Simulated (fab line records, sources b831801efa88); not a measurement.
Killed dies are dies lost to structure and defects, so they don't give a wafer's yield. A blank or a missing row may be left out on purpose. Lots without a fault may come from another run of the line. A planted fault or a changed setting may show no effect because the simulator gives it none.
fab line records | flow sky130
record lots=5 wafers=23
route steps=708 shown LI_CONTACT@383 CONTACT@430 METAL2@485 METAL3@532 CAPM@545 VIA3@580
start_h: hours from the record's first day to the start of the lot's first wafer shown | wait_h: hours since the lot's step before | " the same as in the row above | L1.1+2: a row that stands for several wafers | - no value, or no start given | * or withheld: withheld | < > ~ a bound
route shown NAME@n: a module of which the file shows steps, and the number in the route of the first | usual: mean/standard deviation of fault-free wafers | same: alike in all rows | chamber/n: place in a boat | sites: the reading at each site | _std_site: their standard deviation | _edge_site: outer sites' mean less inner sites' | radius_mm: how far each site lies from the wafer's centre | mask NAME#n: copy n | behind: the tool/chamber that last shaped the wafer | hold: why the lot was held/for how many hours/how that ended | device: the transistor (n, p or np) that didn't switch | end of line: the same wafers' tests at the end of the route | a step without rows: its recipe alone | killed: dies lost to structure and defects at the first sort, not the wafer's yield | map: a wafer's dies, x killed, . not, _ none there
set.NAME: the setting as run; set.NAME@STEP: as run at that earlier step | model.NAME: the simulator's own value behind a step, which no gauge read
lots whose settings were changed on purpose; a table a step, a row a wafer
## steps
# step SKY_LI_CONTACT_CVD_21
# recipe material=W target_thk_nm=400 time_s=120.56 temp_c=400 pressure_torr=40
# columns lot.wafer tool chamber start_h wait_h set.temp_c model.W_of_LI_CONTACT_CVD_21.thk_nm
L076.1 cvd_w-01 1 697.68 0.0 400 409
L076.3 " 0 " " 390.4 334.1
L076.4 " 1 " " 400 403.4
L076.5 " 1 " " 390.4 343.6
L076.6 " 0 " " 390.4 326.2
L077.1 cvd_w-01 1 704.23 0.0 408.3 475.2
L077.2 " 0 " " 400 398.4
L077.3 " 1 " " 400 405.1
L077.4 " 0 " " 408.3 460.8
L077.5 " 0 " " 400 400.7
L079.1 cvd_w-02 0 735.58 0.0 400 399.1
L079.2 " 1 " " 400 404.3
L079.3 " 0 " " 406.7 445.1
L079.5 " 0 " " 406.7 445.4
L079.6 " 1 " " 400 398.3
L081.1 cvd_w-02 1 744.48 0.0 400 412.9
L081.2 " 0 " " 400 403.8
L081.5 " 1 " " 400 413
L084.2 cvd_w-01 1 769.29 0.0 409.2 483.6
L084.3 " 0 " " 409.2 470.3
L084.4 " 1 " " 400 405.7
L084.5 " 0 " " 400 401
L084.6 " 1 " " 400 410.1
# step SKY_LI_CONTACT_RS_MEAS_22
# recipe thk_meas_gauge=four-point-probe reads=W_of_LI_CONTACT_CVD_21+TiN_of_LI_CONTACT_SPUTTER_20+Ti_of_LI_CONTACT_SPUTTER_19
# usual LI_CONTACT_W_RS=0.282/0.0044
# columns lot.wafer tool chamber start_h wait_h set.temp_c@LI_CONTACT_CVD_21 LI_CONTACT_W_RS[ohm/sq]
L076.1 film_metro-01 - 697.80 0.1 400 0.278
L076.3 " - " " 390.4 0.341
L076.4 " - " " 400 0.282
L076.5 " - " " 390.4 0.332
L076.6 " - " " 390.4 0.349
L077.1 film_metro-01 - 704.35 0.1 408.3 0.239
L077.2 " - " " 400 0.286
L077.3 " - " " 400 0.281
L077.4 " - " " 408.3 0.246
L077.5 " - " " 400 0.284
L079.1 film_metro-04 - 735.70 0.1 400 0.285
L079.2 " - " " 400 0.282
L079.3 " - " " 406.7 0.256
L079.5 " - " " 406.7 0.256
L079.6 " - " " 400 0.286
L081.1 film_metro-02 - 744.60 0.1 400 0.276
L081.2 " - " " 400 0.282
L081.5 " - " " 400 0.276
L084.2 film_metro-01 - 769.43 0.1 409.2 0.235
L084.3 " - " " 409.2 0.242
L084.4 " - " " 400 0.281
L084.5 " - " " 400 0.284
L084.6 " - " " 400 0.277
# step SKY_LI_CONTACT_THK_MEAS_23
# recipe thk_meas_gauge=xrf reads=W_of_LI_CONTACT_CVD_21
# usual LI_CONTACT_W_THK=407/7.2
# columns lot.wafer tool chamber start_h wait_h set.temp_c@LI_CONTACT_CVD_21 LI_CONTACT_W_THK[nm]
L076.1 film_metro-01 - 697.92 0.1 400 414
L076.3 " - " " 390.4 335
L076.4 " - " " 400 406
L076.5 " - " " 390.4 347
L076.6 " - " " 390.4 330
L077.1 film_metro-01 - 704.47 0.1 408.3 481
L077.2 " - " " 400 403
L077.3 " - " " 400 410
L077.4 " - " " 408.3 467
L077.5 " - " " 400 404
L079.1 film_metro-04 - 735.82 0.1 400 404
L079.2 " - " " 400 411
L079.3 " - " " 406.7 450
L079.5 " - " " 406.7 450
L079.6 " - " " 400 402
L081.1 film_metro-02 - 744.72 0.1 400 413
L081.2 " - " " 400 402
L081.5 " - " " 400 412
L084.2 film_metro-01 - 769.54 0.1 409.2 492
L084.3 " - " " 409.2 478
L084.4 " - " " 400 410
L084.5 " - " " 400 406
L084.6 " - " " 400 416
# step SKY_LI_CONTACT_CMP_24
# recipe stop_on=PSG t_overpolish_s=20 down_force_psi=3.5 platen_rpm=60 target_thk_nm=0 pad_velocity_m_s=0.94248
# usual time_to_endpoint_s=99/4.7
# columns lot.wafer tool chamber start_h wait_h set.temp_c@LI_CONTACT_CVD_21 time_to_endpoint_s
L076.3 cmp-01 1 698.03 0.1 390.4 85
L076.4 " 2 " " 400 92
L076.1 " 3 " " 400 103
L076.6 " 0 " " 390.4 79
L076.5 " 1 " " 390.4 88
L077.3 cmp-02 0 704.57 0.1 400 103
L077.4 " 1 " " 408.3 114
L077.2 " 2 " " 400 99
L077.1 " 3 " " 408.3 124
L077.5 " 1 " " 400 97
L079.2 cmp-01 2 735.88 0.0 400 93
L079.1 " 0 " " 400 97
L079.3 " 1 " " 406.7 112
L079.6 " 2 " " 400 91
L079.5 " 3 " " 406.7 109
L081.1 cmp-02 2 745.08 0.3 400 102
L081.2 " 3 " " 400 106
L081.5 " 1 " " 400 99
L084.2 cmp-02 0 769.64 0.1 409.2 119
L084.3 " 1 " " 409.2 109
L084.4 " 2 " " 400 99
L084.5 " 3 " " 400 100
L084.6 " 0 " " 400 101
# step SKY_CONTACT_CVD_24
# recipe material=W target_thk_nm=340 time_s=102.12 temp_c=400 pressure_torr=40
# columns lot.wafer tool chamber start_h wait_h set.pressure_torr model.W_of_CONTACT_CVD_24.thk_nm
L076.1 cvd_w-01 0 755.50 0.0 35.95 316.8
L076.3 " 0 " " 35.95 316.4
L076.4 " 1 " " 35.95 330.3
L076.5 " 0 " " 35.95 321.5
L076.6 " 1 " " 35.95 324.4
L077.1 cvd_w-02 0 762.25 0.0 45.39 360.5
L077.2 " 1 " " 45.39 369.4
L077.3 " 1 " " 45.39 368.7
L077.4 " 0 " " 45.39 361.7
L077.5 " 0 " " 45.39 357.3
L079.1 cvd_w-02 0 791.56 0.0 34.83 306.4
L079.2+5 " 1 " " 34.83 323.1
L079.3 " 1 " " 34.83 321.4
L079.6 " 0 " " 34.83 315
L081.1 cvd_w-02 0 801.86 0.0 40 333.2
L081.2 " 1 " " 40 347.8
L081.5 " 0 " " 40 337.4
L084.2 cvd_w-02 0 825.81 0.0 34.19 312.8
L084.3 " 1 " " 34.19 323.5
L084.4 " 0 " " 34.19 309.6
L084.5 " 1 " " 34.19 320.5
L084.6 " 0 " " 34.19 313
# step SKY_CONTACT_RS_MEAS_25
# recipe thk_meas_gauge=four-point-probe reads=W_of_CONTACT_CVD_24+TiN_of_CONTACT_SPUTTER_23
# usual CONTACT_W_RS=0.337/0.0067
# columns lot.wafer tool chamber start_h wait_h set.pressure_torr@CONTACT_CVD_24 CONTACT_W_RS[ohm/sq]
L076.1 film_metro-03 - 755.61 0.1 35.95 0.362
L076.3 " - " " 35.95 0.363
L076.4 " - " " 35.95 0.348
L076.5 " - " " 35.95 0.357
L076.6 " - " " 35.95 0.354
L077.1 film_metro-03 - 762.36 0.1 45.39 0.319
L077.2 " - " " 45.39 0.310
L077.3 " - " " 45.39 0.310
L077.4 " - " " 45.39 0.316
L077.5 " - " " 45.39 0.321
L079.1 film_metro-03 - 791.67 0.1 34.83 0.375
L079.2 " - " " 34.83 0.355
L079.3 " - " " 34.83 0.357
L079.5 " - " " 34.83 0.356
L079.6 " - " " 34.83 0.365
L081.1 film_metro-03 - 801.97 0.1 40 0.344
L081.2 " - " " 40 0.330
L081.5 " - " " 40 0.340
L084.2 film_metro-03 - 825.94 0.1 34.19 0.367
L084.3 " - " " 34.19 0.354
L084.4 " - " " 34.19 0.371
L084.5 " - " " 34.19 0.359
L084.6 " - " " 34.19 0.367
# step SKY_CONTACT_THK_MEAS_26
# recipe thk_meas_gauge=xrf reads=W_of_CONTACT_CVD_24
# usual CONTACT_W_THK=346/8.5
# columns lot.wafer tool chamber start_h wait_h set.pressure_torr@CONTACT_CVD_24 CONTACT_W_THK[nm]
L076.1 film_metro-03 - 755.73 0.1 35.95 323
L076.3 " - " " 35.95 326
L076.4 " - " " 35.95 338
L076.5 " - " " 35.95 327
L076.6 " - " " 35.95 333
L077.1 film_metro-03 - 762.48 0.1 45.39 371
L077.2 " - " " 45.39 379
L077.3 " - " " 45.39 378
L077.4 " - " " 45.39 370
L077.5 " - " " 45.39 367
L079.1 film_metro-03 - 791.79 0.1 34.83 312
L079.2 " - " " 34.83 330
L079.3 " - " " 34.83 326
L079.5 " - " " 34.83 329
L079.6 " - " " 34.83 320
L081.1 film_metro-03 - 802.09 0.1 40 340
L081.2 " - " " 40 354
L081.5 " - " " 40 341
L084.2 film_metro-03 - 826.05 0.1 34.19 318
L084.3 " - " " 34.19 329
L084.4 " - " " 34.19 315
L084.5 " - " " 34.19 325
L084.6 " - " " 34.19 317
# step SKY_METAL2_SPUTTER_02
# recipe material=AlCu target_thk_nm=250 power_w=10600 time_s=13.3 chamber_pressure_pa=0.4
# columns lot.wafer tool chamber start_h wait_h set.power_w model.AlCu_of_METAL2_SPUTTER_02.thk_nm
L076.1 pvd_sputter-01 - 812.93 0.0 11470 270.8
L076.3 " - " " 10600 251.3
L076.4 " - " " 11470 272.2
L076.5 " - " " 10600 250.2
L076.6 " - " " 11470 271.8
L077.1 pvd_sputter-01 - 820.88 0.0 10050 234.5
L077.2 " - " " 10050 236
L077.3 " - " " 10600 252.4
L077.4 " - " " 10050 236.4
L077.5 " - " " 10600 251.9
L079.1 pvd_sputter-01 - 847.76 0.0 10600 253.4
L079.2 " - " " 10600 249.2
L079.3 " - " " 10600 249
L079.5 " - " " 10600 250.8
L079.6 " - " " 10600 252
L081.1 pvd_sputter-01 - 857.73 0.0 10600 253.6
L081.2 " - " " 10600 253.1
L081.5 " - " " 10600 249.1
L084.2 pvd_sputter-01 - 881.22 0.0 11360 269.7
L084.3 " - " " 10600 252.3
L084.4 " - " " 10600 251
L084.5 " - " " 11360 270.9
L084.6 " - " " 11360 269.9
# step SKY_METAL2_SPUTTER_04
# recipe material=TiN target_thk_nm=70 power_w=6500 time_s=58.3 chamber_pressure_pa=0.4
# columns lot.wafer tool chamber start_h wait_h set.chamber_pressure_pa
L076.1+3+4+5+6 pvd_sputter-01 - 812.98 0.0 0.3451
L077.1+2+3+4+5 pvd_sputter-01 - 820.92 0.0 0.4309
L079.1+2+3+5+6 pvd_sputter-01 - 847.81 0.0 0.3572
L081.1+2+5 pvd_sputter-01 - 857.77 0.0 0.4
L084.2+3+4+5+6 pvd_sputter-01 - 881.26 0.0 0.4
# step SKY_METAL2_RS_MEAS_05
# recipe thk_meas_gauge=four-point-probe reads=TiN_of_METAL2_SPUTTER_04+Ti_of_METAL2_SPUTTER_03+AlCu_of_METAL2_SPUTTER_02+TiN_of_METAL2_SPUTTER_01+Ti_of_METAL2_SPUTTER_00
# usual METAL2_ALCU_RS=0.1262/0.0013
# columns lot.wafer tool chamber start_h wait_h set.power_w@METAL2_SPUTTER_02 METAL2_ALCU_RS[ohm/sq]
L076.1 film_metro-02 - 813.03 0.0 11470 0.1165
L076.3 " - " " 10600 0.1259
L076.4 " - " " 11470 0.1161
L076.5 " - " " 10600 0.1268
L076.6 " - " " 11470 0.1164
L077.1 film_metro-02 - 820.97 0.0 10050 0.1356
L077.2 " - " " 10050 0.1344
L077.3 " - " " 10600 0.1256
L077.4 " - " " 10050 0.1345
L077.5 " - " " 10600 0.1257
L079.1 film_metro-02 - 847.86 0.0 10600 0.1248
L079.2 " - " " 10600 0.1273
L079.3 " - " " 10600 0.1275
L079.5 " - " " 10600 0.1263
L079.6 " - " " 10600 0.1256
L081.1 film_metro-03 - 857.82 0.0 10600 0.1251
L081.2 " - " " 10600 0.1251
L081.5 " - " " 10600 0.1274
L084.2 film_metro-03 - 881.33 0.0 11360 0.1172
L084.3 " - " " 10600 0.1255
L084.4 " - " " 10600 0.1263
L084.5 " - " " 11360 0.1166
L084.6 " - " " 11360 0.1171
# step SKY_METAL2_THK_MEAS_06
# recipe thk_meas_gauge=xrf reads=AlCu_of_METAL2_SPUTTER_02
# usual METAL2_ALCU_THK=252/3
# columns lot.wafer tool chamber start_h wait_h set.power_w@METAL2_SPUTTER_02 METAL2_ALCU_THK[nm]
L076.1 film_metro-02 - 813.15 0.1 11470 271
L076.3 " - " " 10600 251
L076.4 " - " " 11470 274
L076.5 " - " " 10600 251
L076.6 " - " " 11470 272
L077.1 film_metro-02 - 821.09 0.1 10050 238
L077.2 " - " " 10050 237
L077.3 " - " " 10600 253
L077.4 " - " " 10050 239
L077.5 " - " " 10600 253
L079.1 film_metro-02 - 847.98 0.1 10600 257
L079.2 " - " " 10600 250
L079.3 " - " " 10600 249
L079.5 " - " " 10600 252
L079.6 " - " " 10600 255
L081.1 film_metro-03 - 857.94 0.1 10600 256
L081.2 " - " " 10600 252
L081.5 " - " " 10600 252
L084.2 film_metro-03 - 881.44 0.1 11360 271
L084.3 " - " " 10600 250
L084.4 " - " " 10600 250
L084.5 " - " " 11360 271
L084.6 " - " " 11360 269
# step SKY_METAL3_SPUTTER_00
# recipe material=Ti target_thk_nm=15 power_w=3000 time_s=10 chamber_pressure_pa=0.4
# columns lot.wafer tool chamber start_h wait_h set.power_w model.Ti_of_METAL3_SPUTTER_00.thk_nm
L076.1 pvd_sputter-02 - 870.93 0.2 2825 14.28
L076.3 " - " " 3000 15.11
L076.4 " - " " 3000 15.13
L076.5 " - " " 3000 15.26
L076.6 " - " " 2825 14.29
L077.1 pvd_sputter-04 - 876.47 0.1 3226 16.2
L077.2 " - " " 3226 16.18
L077.3 " - " " 3226 16.24
L077.4 " - " " 3000 14.92
L077.5 " - " " 3000 15.15
L079.1 pvd_sputter-01 - 901.49 0.2 3000 15.09
L079.2 " - " " 3000 14.77
L079.3 " - " " 3000 14.61
L079.5 " - " " 3000 15.43
L079.6 " - " " 3000 15.13
L081.1 pvd_sputter-04 - 911.59 0.2 3000 15.18
L081.2 " - " " 3000 15.19
L081.5 " - " " 3000 15.11
L084.2 pvd_sputter-02 - 934.41 0.2 3000 14.97
L084.3 " - " " 2726 13.73
L084.4 " - " " 2726 13.64
L084.5 " - " " 3000 15.12
L084.6 " - " " 2726 13.62
# step SKY_METAL3_SPUTTER_01
# recipe material=TiN target_thk_nm=20 power_w=6500 time_s=16.7 chamber_pressure_pa=0.4
# columns lot.wafer tool chamber start_h wait_h set.time_s model.TiN_of_METAL3_SPUTTER_01.thk_nm
L076.1 pvd_sputter-02 - 870.95 0.0 16.7 19.65
L076.3 " - " " 16.7 20
L076.4 " - " " 15.02 17.97
L076.5 " - " " 15.02 18.13
L076.6 " - " " 15.02 17.45
L077.1 pvd_sputter-04 - 876.49 0.0 16.7 19.71
L077.2 " - " " 16.7 19.83
L077.3 " - " " 16.7 20.05
L077.4 " - " " 16.7 20.04
L077.5 " - " " 16.7 19.88
L079.1 pvd_sputter-01 - 901.51 0.0 16.7 19.98
L079.2 " - " " 18.41 21.97
L079.3 " - " " 18.41 21.99
L079.5 " - " " 16.7 20.01
L079.6 " - " " 18.41 22.05
L081.1 pvd_sputter-04 - 911.61 0.0 16.7 20.25
L081.2 " - " " 16.7 19.94
L081.5 " - " " 16.7 20.31
L084.2 pvd_sputter-02 - 934.43 0.0 18.11 21.57
L084.3 " - " " 18.11 21.96
L084.4 " - " " 18.11 21.35
L084.5 " - " " 16.7 20.06
L084.6 " - " " 16.7 19.94
# step SKY_CAPM_SOFTBAKE_08
# recipe temp_c=90 time_s=60 resist=NOVOLAK
# columns lot.wafer tool chamber start_h wait_h set.temp_c
L076.1+4+5 litho_track-03 0 884.44 0.1 90
L076.3+6 " 0 " " 93.54
L077.1+3+4 litho_track-01 0 889.56 0.1 88.88
L077.2+5 " 0 " " 90
L079.1+2+3 litho_track-03 0 914.39 0.1 90
L079.5+6 " 0 " " 92.75
L081.1+2+5 litho_track-01 0 923.41 0.1 90
L084.2+3 litho_track-04 0 946.85 0.1 90
L084.4+5+6 " 0 " " 91.61
# step SKY_CAPM_EXPOSE_09
# recipe mask_id=CAPM na=0.6 source_shape=conventional sigma_outer=0.6 polarization=unpolarized target_cd_nm=1000 dose_mj=159
# step SKY_CAPM_PEB_10
# recipe temp_c=withheld time_s=* resist=NOVOLAK
# step SKY_CAPM_DEVELOP_11
# recipe resist=NOVOLAK developer=TMAH develop_time_s=60 dev_temp_c=23
# columns lot.wafer tool chamber start_h wait_h set.temp_c@CAPM_SOFTBAKE_08 model.NOVOLAK_of_CAPM_COAT_07.thk_nm
L076.1 litho_track-04 0 896.27 0.1 90 1136
L076.3 " 0 " " 93.54 1129
L076.4+5 " 0 " " 90 1138
L076.6 " 0 " " 93.54 1128
L077.1+4 litho_track-04 0 901.72 0.1 88.88 1145
L077.2 " 0 " " 90 1141
L077.3 " 0 " " 88.88 1140
L077.5 " 0 " " 90 1137
L079.1+3 litho_track-03 0 925.84 0.1 90 1137
L079.2 " 0 " " 90 1138
L079.5 " 0 " " 92.75 1127
L079.6 " 0 " " 92.75 1132
L081.1 litho_track-04 0 935.72 0.1 90 1144
L081.2 " 0 " " 90 1141
L081.5 " 0 " " 90 1143
L084.2 litho_track-03 0 958.61 0.1 90 1141
L084.3 " 0 " " 90 1138
L084.4 " 0 " " 91.61 1133
L084.5 " 0 " " 91.61 1129
L084.6 " 0 " " 91.61 1134
# step SKY_METAL3_METAL_ETCH_18
# recipe target_depth_a=8450 stop_on=SiO2 over_etch_frac=0.3 time_s=183.1 chemistry=Cl2/BCl3 resist_sidewall_deg=88 pressure_mtorr=10 icp_w=900 bias_w=48.5 Cl2_flow_sccm=60 bcl3_flow_sccm=30
# usual oes_product_au=0.867/0.0063
# columns lot.wafer tool chamber start_h wait_h set.over_etch_frac oes_product_au
L076.1 rie_metal-01 0 922.67 0.0 0.3 0.867
L076.3 " 1 " " 0.3632 0.847
L076.4 " 0 " " 0.3632 0.855
L076.5 " 1 " " 0.3 0.866
L076.6 " 0 " " 0.3632 0.839
L077.1 rie_metal-01 0 926.77 0.0 0.2672 0.875
L077.2 " 1 " " 0.2672 0.881
L077.3 " 0 " " 0.3 0.866
L077.4 " 1 " " 0.3 0.864
L077.5 " 1 " " 0.3 0.866
L079.1 rie_metal-02 0 951.52 0.0 0.3 0.867
L079.2 " 1 " " 0.3 0.860
L079.3 " 0 " " 0.3 0.869
L079.5 " 1 " " 0.3 0.873
L079.6 " 0 " " 0.3 0.871
L081.1 rie_metal-02 1 960.82 0.0 0.3 0.869
L081.2 " 0 " " 0.3 0.882
L081.5 " 1 " " 0.3 0.879
L084.2 rie_metal-03 1 983.67 0.0 0.3 0.858
L084.3 " 0 " " 0.3 0.867
L084.4 " 1 " " 0.2481 0.880
L084.5 " 0 " " 0.3 0.858
L084.6 " 1 " " 0.2481 0.890
# step SKY_VIA3_COAT_07
# recipe resist=KrF-thick spin_rpm=3000 resist_thk_nm=450
# columns lot.wafer tool chamber start_h wait_h set.spin_rpm model.KrF-thick_of_VIA3_COAT_07.thk_nm
L076.1 litho_track-03 0 - - 3000 448.9
L076.3+6 " 0 " " 2929 453.8
L076.4 " 0 " " 3000 449.3
L076.5 " 0 " " 2929 453.3
L077.1+5 litho_track-01 0 - - 3000 452.3
L077.2 " 0 " " 3000 452.5
L077.3 " 0 " " 3000 452
L077.4 " 0 " " 3000 453.1
L079.1 litho_track-03 0 - - 3000 449.6
L079.2 " 0 " " 2930 454.5
L079.3 " 0 " " 2930 456.3
L079.5 " 0 " " 3000 450.1
L079.6 " 0 " " 3000 448.4
L081.1 litho_track-03 0 - - 3000 450.2
L081.2 " 0 " " 3000 450.4
L081.5 " 0 " " 3000 449.5
L084.2 litho_track-03 0 - - 2822 462
L084.3 " 0 " " 3000 447.5
L084.4 " 0 " " 3000 447.9
L084.5 " 0 " " 2822 461.1
L084.6 " 0 " " 2822 461.6
# step SKY_VIA3_SOFTBAKE_08
# recipe temp_c=100 time_s=90 resist=KrF-thick
# step SKY_VIA3_EXPOSE_09
# recipe mask_id=VIM3 na=0.8 source_shape=annular sigma_inner=0.55 sigma_outer=0.85 target_cd_nm=200 dose_mj=38
# step SKY_VIA3_ETCH_14
# recipe chemistry=N2/H2 target=BARC ion_energy_ev=200 source_w=500 bias_w=100 pressure_mtorr=30 n2_flow_sccm=100 h2_flow_sccm=200 stop_on=SiO2 time_s=45.9 target_depth_a=600
# columns lot.wafer tool chamber start_h wait_h set.spin_rpm@VIA3_COAT_07 model.KrF-thick_of_VIA3_COAT_07.thk_nm
L076.1 rie_diel-02 0 948.87 0.0 3000 390.7
L076.3+5 " 3 " " 2929 395.1
L076.4 " 2 " " 3000 390.9
L076.6 " 2 " " 2929 395.5
L077.1 rie_diel-02 0 952.82 0.0 3000 394.4
L077.2 " 2 " " 3000 394.6
L077.3 " 3 " " 3000 393.8
L077.4 " 1 " " 3000 395.2
L077.5 " 0 " " 3000 394.3
L079.1 rie_diel-02 1 977.34 0.0 3000 391.7
L079.2 " 2 " " 2930 396
L079.3 " 3 " " 2930 398.1
L079.5 " 1 " " 3000 392
L079.6 " 2 " " 3000 390.2
L081.1 rie_diel-02 3 985.84 0.0 3000 391.9
L081.2 " 2 " " 3000 392
L081.5 " 1 " " 3000 391.7
L084.2 rie_diel-02 2 1007.82 0.0 2822 403.3
L084.3 " 3 " " 3000 389.4
L084.4 " 1 " " 3000 390.4
L084.5 " 3 " " 2822 402.6
L084.6 " 2 " " 2822 403.2
## key
split step=SKY_LI_CONTACT_CVD_21 setting=temp_c stated=400 by=wafer
response step=SKY_LI_CONTACT_CVD_21 reading=model.W_of_LI_CONTACT_CVD_21.thk_nm change=+30.2 per=1% r=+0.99
response step=SKY_LI_CONTACT_RS_MEAS_22 reading=LI_CONTACT_W_RS change=-0.0206 per=1% r=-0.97
response step=SKY_LI_CONTACT_THK_MEAS_23 reading=LI_CONTACT_W_THK change=+30.9 per=1% r=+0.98
response step=SKY_LI_CONTACT_CMP_24 reading=time_to_endpoint_s change=* per=1% r=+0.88
split step=SKY_CONTACT_CVD_24 setting=pressure_torr stated=40 by=lot
response step=SKY_CONTACT_CVD_24 reading=model.W_of_CONTACT_CVD_24.thk_nm change=+1.72 per=1% r=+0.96
response step=SKY_CONTACT_RS_MEAS_25 reading=CONTACT_W_RS change=-0.00175 per=1% r=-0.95
response step=SKY_CONTACT_THK_MEAS_26 reading=CONTACT_W_THK change=+1.85 per=1% r=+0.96
split step=SKY_METAL2_SPUTTER_02 setting=power_w stated=10600 by=wafer
response step=SKY_METAL2_SPUTTER_02 reading=model.AlCu_of_METAL2_SPUTTER_02.thk_nm change=+2.68 per=1% r=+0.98
response step=SKY_METAL2_RS_MEAS_05 reading=METAL2_ALCU_RS change=-0.00133 per=1% r=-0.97
response step=SKY_METAL2_THK_MEAS_06 reading=METAL2_ALCU_THK change=+2.74 per=1% r=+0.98
split step=SKY_METAL2_SPUTTER_04 setting=chamber_pressure_pa stated=0.4 by=lot
response none clear
split step=SKY_METAL3_SPUTTER_00 setting=power_w stated=3000 by=wafer
response step=SKY_METAL3_SPUTTER_00 reading=model.Ti_of_METAL3_SPUTTER_00.thk_nm change=+0.153 per=1% r=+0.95
split step=SKY_METAL3_SPUTTER_01 setting=time_s stated=16.7 by=wafer
response step=SKY_METAL3_SPUTTER_01 reading=model.TiN_of_METAL3_SPUTTER_01.thk_nm change=+0.195 per=1% r=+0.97
split step=SKY_CAPM_SOFTBAKE_08 setting=temp_c stated=90 by=wafer
response step=SKY_CAPM_DEVELOP_11 reading=model.NOVOLAK_of_CAPM_COAT_07.thk_nm change=-2.62 per=1% r=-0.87
split step=SKY_METAL3_METAL_ETCH_18 setting=over_etch_frac stated=0.3 by=wafer
response step=SKY_METAL3_METAL_ETCH_18 reading=oes_product_au change=-0.00112 per=1% r=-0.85
split step=SKY_VIA3_COAT_07 setting=spin_rpm stated=3000 by=wafer
response step=SKY_VIA3_COAT_07 reading=model.KrF-thick_of_VIA3_COAT_07.thk_nm change=-2.32 per=1% r=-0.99
response step=SKY_VIA3_ETCH_14 reading=model.KrF-thick_of_VIA3_COAT_07.thk_nm change=-2.2 per=1% r=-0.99
